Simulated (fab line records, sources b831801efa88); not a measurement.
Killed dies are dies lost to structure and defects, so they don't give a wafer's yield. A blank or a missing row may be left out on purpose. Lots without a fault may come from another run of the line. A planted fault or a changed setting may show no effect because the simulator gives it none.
fab line records | flow gf180mcu
record lots=14 wafers=42 last_day=34
route steps=602 shown V3@434 V4@476
lots that met no fault: from a run of the same line without faults
start_h: hours from the record's first day to the start of the lot's first wafer shown | wait_h: hours since the lot's step before | " the same as in the row above | L1.1+2: a row that stands for several wafers | - no value, or no start given | * or withheld: withheld | < > ~ a bound
route shown NAME@n: a module of which the file shows steps, and the number in the route of the first | usual: mean/standard deviation of fault-free wafers | same: alike in all rows | chamber/n: place in a boat | sites: the reading at each site | _std_site: their standard deviation | _edge_site: outer sites' mean less inner sites' | radius_mm: how far each site lies from the wafer's centre | mask NAME#n: copy n | behind: the tool/chamber that last shaped the wafer | hold: why the lot was held/for how many hours/how that ended | device: the transistor (n, p or np) that didn't switch | end of line: the same wafers' tests at the end of the route | a step without rows: its recipe alone | killed: dies lost to structure and defects at the first sort, not the wafer's yield | map: a wafer's dies, x killed, . not, _ none there
set.NAME: the setting as run; set.NAME@STEP: as run at that earlier step | model.NAME: the simulator's own value behind a step, which no gauge read
steps of the route over a sample of lots; a table a step, a row a wafer
services: from which hour (start_h, from the record's first day; less than 0 if before it) a tool's chamber was out of use, for how many hours, and why
## steps
# step GF_V3_BOW_MEAS_05
# recipe mode=bow
# usual V3_BOW=117/7.2
# columns lot.wafer tool chamber start_h wait_h V3_BOW[um]
L647.1 film_metro-01 - 480.31 0.2 134
L647.2 " - " " 113
L647.4 " - " " 130
L648.2 film_metro-02 - 492.32 0.1 130
L648.5 " - " " 105
L648.6 " - " " 123
L650.2 film_metro-03 - 512.13 0.2 128
L650.5 " - " " 118
L650.6 " - " " 128
L651.1 film_metro-02 - 521.30 0.1 124
L651.3 " - " " 119
L651.6 " - " " 120
L652.1 film_metro-03 - 539.86 0.1 109
L652.2 " - " " 112
L652.5 " - " " 113
L653.2 film_metro-02 - 548.27 0.2 109
L653.4 " - " " 104
L653.6 " - " " 114
L654.2 film_metro-03 - 555.75 0.2 122
L654.4 " - " " 124
L654.6 " - " " 109
L661.1 film_metro-02 - 608.13 0.1 114
L661.2 " - " " 112
L661.6 " - " " 117
L662.2 film_metro-03 - 617.21 0.2 122
L662.4 " - " " 126
L662.6 " - " " 119
L665.2 film_metro-02 - 646.52 0.1 116
L665.3 " - " " 125
L665.5 " - " " 114
L666.1 film_metro-01 - 648.23 0.1 117
L666.3 " - " " 135
L666.4 " - " " 121
L667.2 film_metro-02 - 649.87 0.2 108
L667.3 " - " " 131
L667.4 " - " " 123
L668.2 film_metro-01 - 658.25 0.3 119
L668.3 " - " " 120
L668.5 " - " " 109
L670.1 film_metro-01 - 672.90 0.1 115
L670.2 " - " " 121
L670.6 " - " " 121
# step GF_V3_CD_MEAS_14
# recipe target_cd_nm=260
# usual cd_nm=260.1/1.5
# columns lot.wafer tool chamber start_h wait_h cd_nm
L647.1 cd_sem-02 - 504.21 0.2 260.5
L647.2 " - " " 260.5
L647.4 " - " " 260.3
L648.2 cd_sem-02 - 516.53 0.1 260.5
L648.5 " - " " 260.5
L648.6 " - " " 260.3
L650.2 cd_sem-02 - 535.38 0.1 259.0
L650.5 " - " " 260.1
L650.6 " - " " 260.5
L651.1 cd_sem-01 - 543.87 0.1 260.8
L651.3 " - " " 260.9
L651.6 " - " " 259.8
L652.1 cd_sem-02 - 562.87 0.1 262.6
L652.2 " - " " 261.7
L652.5 " - " " 260.1
L653.2 cd_sem-02 - 571.68 0.1 259.7
L653.4 " - " " 259.7
L653.6 " - " " 261.0
L654.2 cd_sem-02 - 577.98 0.1 260.7
L654.4 " - " " 261.3
L654.6 " - " " 261.7
L661.1 cd_sem-01 - 628.66 0.1 262.1
L661.2 " - " " 262.0
L661.6 " - " " 261.3
L662.2 cd_sem-01 - 637.27 0.1 258.2
L662.4 " - " " 259.0
L662.6 " - " " 258.7
L665.2 cd_sem-01 - 666.19 0.1 257.4
L665.3 " - " " 257.4
L665.5 " - " " 257.3
L666.1 cd_sem-01 - 667.30 0.1 259.1
L666.3 " - " " 260.8
L666.4 " - " " 260.2
L667.2 cd_sem-02 - 669.80 0.2 263.1
L667.3 " - " " 262.5
L667.4 " - " " 263.5
L668.2 cd_sem-01 - 677.32 0.1 257.4
L668.3 " - " " 257.6
L668.5 " - " " 258.3
L670.1 cd_sem-02 - 692.16 0.1 260.1
L670.2 " - " " 259.2
L670.6 " - " " 259.3
# step GF_V4_CVD_00
# recipe material=SiO2 target_thk_nm=600 sigma_open_frac=0.3 temp_c=400 time_s=100 sih4_flow_sccm=60 pressure_mtorr=6
# usual pressure_mtorr=5.998/0.012 run_length_s=127.9/0.32
# columns lot.wafer tool chamber start_h wait_h pressure_mtorr run_length_s
L647.1 hdpcvd-02 0 530.14 0.0 5.995 128.0
L647.2 " 1 " " 5.981 128.1
L647.4 " 0 " " 5.987 128.4
L648.2 hdpcvd-02 2 542.42 0.0 5.993 127.7
L648.5 " 2 " " 5.983 128.1
L648.6 " 0 " " 5.999 128.0
L650.2 hdpcvd-02 1 560.70 0.0 5.997 127.6
L650.5 " 1 " " 6.005 127.8
L650.6 " 2 " " 5.996 128.4
L651.1 hdpcvd-02 1 569.15 0.0 5.989 127.4
L651.3 " 0 " " 5.998 128.4
L651.6 " 1 " " 6.004 128.3
L652.1 hdpcvd-01 0 586.39 0.0 5.996 128.2
L652.2 " 1 " " 6.010 127.4
L652.5 " 1 " " 6.005 127.7
L653.2 hdpcvd-02 2 600.04 0.0 5.993 127.7
L653.4 " 2 " " 5.984 128.2
L653.6 " 1 " " 6.003 127.4
L654.2 hdpcvd-01 0 602.92 0.0 6.025 127.9
L654.4 " 1 " " 5.984 127.8
L654.6 " 2 " " 6.015 128.2
L661.1 hdpcvd-01 1 651.67 0.0 - -
L661.2 " 0 " " - -
L661.6 " 1 " " - -
L662.2 hdpcvd-02 2 659.36 0.0 - -
L662.4 " 2 " " - -
L662.6 " 1 " " - -
L665.2 hdpcvd-02 2 687.39 0.0 5.998 127.7
L665.3 " 0 " " 6.002 127.9
L665.5 " 1 " " 6.011 127.6
L666.1 hdpcvd-02 1 688.95 0.0 5.985 127.9
L666.3 " 0 " " 5.992 128.0
L666.4 " 0 " " 5.994 128.3
L667.2 hdpcvd-01 2 691.49 0.0 5.980 128.0
L667.3 " 0 " " 5.996 128.4
L667.4 " 1 " " 5.987 127.4
L668.2 hdpcvd-02 1 698.34 0.0 6.007 127.6
L668.3 " 0 " " 6.001 128.1
L668.5 " 1 " " 6.000 127.6
L670.1 hdpcvd-02 2 712.42 0.0 6.001 128.2
L670.2 " 1 " " 5.992 127.8
L670.6 " 2 " " 5.997 127.7
# step GF_V4_BOW_MEAS_05
# recipe mode=bow
# usual V4_BOW=135/7.7
# columns lot.wafer tool chamber start_h wait_h V4_BOW[um]
L647.1 film_metro-03 - 530.85 0.4 150
L647.2 " - " " 127
L647.4 " - " " 144
L648.2 film_metro-03 - 543.04 0.1 149
L648.5 " - " " 126
L648.6 " - " " 141
L650.2 film_metro-01 - 561.28 0.2 143
L650.5 " - " " 135
L650.6 " - " " 144
L651.1 film_metro-04 - 569.71 0.1 139
L651.3 " - " " 133
L651.6 " - " " 135
L652.1 film_metro-01 - 586.96 0.2 127
L652.2 " - " " 129
L652.5 " - " " 130
L653.2 film_metro-01 - 600.65 0.1 127
L653.4 " - " " 122
L653.6 " - " " 130
L654.2 film_metro-01 - 603.51 0.2 132
L654.4 " - " " 135
L654.6 " - " " 121
L661.1 film_metro-01 - 652.27 0.2 102
L661.2 " - " " 100
L661.6 " - " " 106
L662.2 film_metro-04 - 659.94 0.2 110
L662.4 " - " " 112
L662.6 " - " " 106
L665.2 film_metro-04 - 687.97 0.3 139
L665.3 " - " " 148
L665.5 " - " " 136
L666.1 film_metro-03 - 689.64 0.2 134
L666.3 " - " " 151
L666.4 " - " " 139
L667.2 film_metro-03 - 692.07 0.1 136
L667.3 " - " " 158
L667.4 " - " " 150
L668.2 film_metro-01 - 698.92 0.3 136
L668.3 " - " " 138
L668.5 " - " " 126
L670.1 film_metro-03 - 712.99 0.1 136
L670.2 " - " " 142
L670.6 " - " " 143
# step GF_V4_SPUTTER_21
# recipe material=Ti target_thk_nm=15 chamber_pressure_pa=5 power_w=2500 substrate_temp_c=200 time_s=80.02
# usual throttle_valve_pct=30.0/0.99
# columns lot.wafer tool chamber start_h wait_h throttle_valve_pct
L647.1 pvd_sputter-04 - 554.67 0.0 29.9
L647.2 " - " " 29.8
L647.4 " - " " 31.2
L648.2 pvd_sputter-03 - 566.61 0.0 30.8
L648.5 " - " " 30.9
L648.6 " - " " 29.6
L650.2 pvd_sputter-02 - 584.01 0.0 30.8
L650.5 " - " " 29.3
L650.6 " - " " 29.4
L651.1 pvd_sputter-02 - 590.69 0.0 30.6
L651.3 " - " " 29.1
L651.6 " - " " 29.4
L652.1 pvd_sputter-04 - 608.55 0.0 31.7
L652.2 " - " " 29.8
L652.5 " - " " 31.9
L653.2 pvd_sputter-03 - 621.76 0.0 29.4
L653.4 " - " " 29.6
L653.6 " - " " 30.6
L654.2 pvd_sputter-04 - 624.76 0.0 30.3
L654.4 " - " " 31.1
L654.6 " - " " 31.3
L661.1 pvd_sputter-02 - 672.46 0.0 29.0
L661.2 " - " " 29.5
L661.6 " - " " 29.5
L662.2 pvd_sputter-02 - 679.78 0.0 29.7
L662.4 " - " " 29.3
L662.6 " - " " 29.4
L665.2 pvd_sputter-02 - 707.40 0.0 29.0
L665.3 " - " " 30.6
L665.5 " - " " 29.1
L666.1 pvd_sputter-04 - 708.75 0.0 29.7
L666.3 " - " " 31.2
L666.4 " - " " 31.4
L667.2 pvd_sputter-02 - 711.39 0.0 28.8
L667.3 " - " " 30.5
L667.4 " - " " 29.5
L668.2 pvd_sputter-03 - 717.93 0.0 28.3
L668.3 " - " " 29.8
L668.5 " - " " 28.3
L670.1 pvd_sputter-04 - 731.13 0.0 29.5
L670.2 " - " " 32.2
L670.6 " - " " 32.0
## services
# columns tool chamber start_h hours kind
hdpcvd-01 - 539.25 15.0 pm
hdpcvd-01 0 539.25 15.0 vent_cycle
hdpcvd-01 1 539.25 15.0 vent_cycle
hdpcvd-01 2 539.25 15.0 vent_cycle
hdpcvd-02 1 539.98 4.0 repair
pvd_sputter-03 - 545.72 1.7 repair
hdpcvd-01 0 554.25 - clean
hdpcvd-01 1 554.25 - clean
pvd_sputter-04 2 581.30 - consumable_replace:kit
pvd_sputter-04 2 581.30 18.0 scheduled_down
pvd_sputter-04 2 581.30 18.0 vent_cycle
hdpcvd-02 - 627.50 0.4 repair
hdpcvd-01 - 629.68 1.8 repair
pvd_sputter-03 - 679.61 1.7 repair
hdpcvd-01 - 684.19 6.0 pm
pvd_sputter-02 3 686.38 - consumable_replace:kit
pvd_sputter-02 3 686.38 18.0 scheduled_down
pvd_sputter-02 3 686.38 18.0 vent_cycle
pvd_sputter-03 - 707.85 2.4 repair
pvd_sputter-04 1 708.03 - consumable_replace:kit
pvd_sputter-04 1 708.03 18.0 scheduled_down
pvd_sputter-04 1 708.03 18.0 vent_cycle
pvd_sputter-03 - 709.38 7.9 repair
pvd_sputter-03 - 722.18 0.9 repair
## key
first_sign step=GF_V4_CVD_00 reading=tool_record direction=missing
effect step=GF_V4_BOW_MEAS_05 reading=V4_BOW direction=down sigmas=3.7 usual=135 struck=106
met_at GF_V4_CVD_00
struck_lots L661,L662
later_rows_left_out L661.1,L661.2,L661.6,L662.2,L662.4,L662.6
sort_left_out L661.1,L661.2,L661.6,L662.2,L662.4,L662.6
not_acting_at GF_V3_BOW_MEAS_05,GF_V3_CD_MEAS_14,GF_V4_SPUTTER_21
onset_between 602.92 651.67
fault kind=skipped_step_whole tool=hdpcvd-01,hdpcvd-02 chamber=- onset_h=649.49 steps=GF_V4_CVD_00 scope=struck_lots_only
# sort_left_out: the simulated sort isn't trusted on such a fault, so these wafers' sort isn't shown, and their yield isn't known
# later_rows_left_out: the simulator's readings of these wafers behind a module that went badly wrong aren't trusted and aren't shown, but for the sort
